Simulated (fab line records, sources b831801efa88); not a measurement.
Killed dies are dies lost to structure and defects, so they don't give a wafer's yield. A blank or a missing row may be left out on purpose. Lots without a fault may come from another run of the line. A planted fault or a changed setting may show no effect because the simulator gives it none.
Chamber matching | flow sky130 | SKY_SPACER_ETCHBACK_02 on rie_diel-03: 4 sister chambers
The step etches Si3N4 in CH3F/O2, stops on SiO2, time 46.7 s, target depth 45 nm. 14 wafers are shown with their chamber, then 7 later ones without.

WAFERS WITH THEIR CHAMBER
wafer  | chamber | drypump_motor_current_A (A) | oes_product_au (a.u.) | O2_flow_sccm (sccm)
L317.1 | 3       | 6.2                         | 0.865                 | 30.04
L317.2 | 1       | 5.7                         | 0.868                 | 29.88
L317.6 | 3       | 6.2                         | 0.871                 | 29.92
L319.1 | 0       | 5.3                         | 0.855                 | 29.97
L319.2 | 2       | 6.2                         | 0.852                 | 30.01
L319.3 | 1       | 5.7                         | 0.852                 | 29.98
L321.1 | 2       | 6.2                         | 0.855                 | 30.18
L321.2 | 0       | 5.3                         | 0.855                 | 29.99
L321.4 | 3       | 6.2                         | 0.863                 | 29.95
L325.3 | 0       | 5.3                         | 0.851                 | 29.97
L325.4 | 2       | 6.1                         | 0.853                 | 30.09
L325.5 | 0       | 5.3                         | 0.854                 | 30.09
L326.1 | 2       | 6.2                         | 0.853                 | 30.01
L326.2 | 0       | 5.3                         | 0.853                 | 30.02

SIGNATURES (means of the wafers above)
reading                 | chamber 0 | chamber 1 | chamber 2 | chamber 3 | scatter within a chamber
drypump_motor_current_A | 5.300     | 5.700     | 6.175     | 6.200     | 0.0274
oes_product_au          | 0.85360   | 0.86000   | 0.85325   | 0.86633   | 0.00423
O2_flow_sccm            | 30.0080   | 29.9300   | 30.0725   | 29.9700   | 0.0652
Rule: a wafer's distance from a chamber is the root of the sum, over the readings, of the square of ((its reading less the chamber's mean) divided by the reading's scatter). The wafer belongs to the nearest chamber; if the next one is less than 2 further off, it can't be placed. The scatter: the root of (the sum of the squares of (reading less its chamber's mean) over the shown wafers, divided by (wafers less chambers)).

WAFERS WITHOUT THEIR CHAMBER
wafer  | drypump_motor_current_A (A) | oes_product_au (a.u.) | O2_flow_sccm (sccm)
L326.4 | 5.8                         | 0.851                 | 30.07
L332.2 | 6.2                         | 0.856                 | 29.98
L332.3 | 5.7                         | 0.861                 | 29.97
L332.6 | 6.2                         | 0.853                 | 30.03
L335.3 | 6.2                         | 0.849                 | 30.04
L335.5 | 6.2                         | 0.863                 | 29.88
L335.6 | 6.2                         | 0.849                 | 29.87

WHICH CHAMBER EACH WENT THROUGH
wafer  | from the rows above     | in truth
L326.4 | 1                       | 1
L332.2 | can't be placed: 2 or 3 | 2
L332.3 | 1                       | 1
L332.6 | 2                       | 2
L335.3 | 2                       | 2
L335.5 | 3                       | 3
L335.6 | can't be placed: 2 or 3 | 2
Placed correctly: 5 of 7. Can't be placed from these rows: 2 (the true chamber is among the candidates in 2). Placed wrongly: 0.
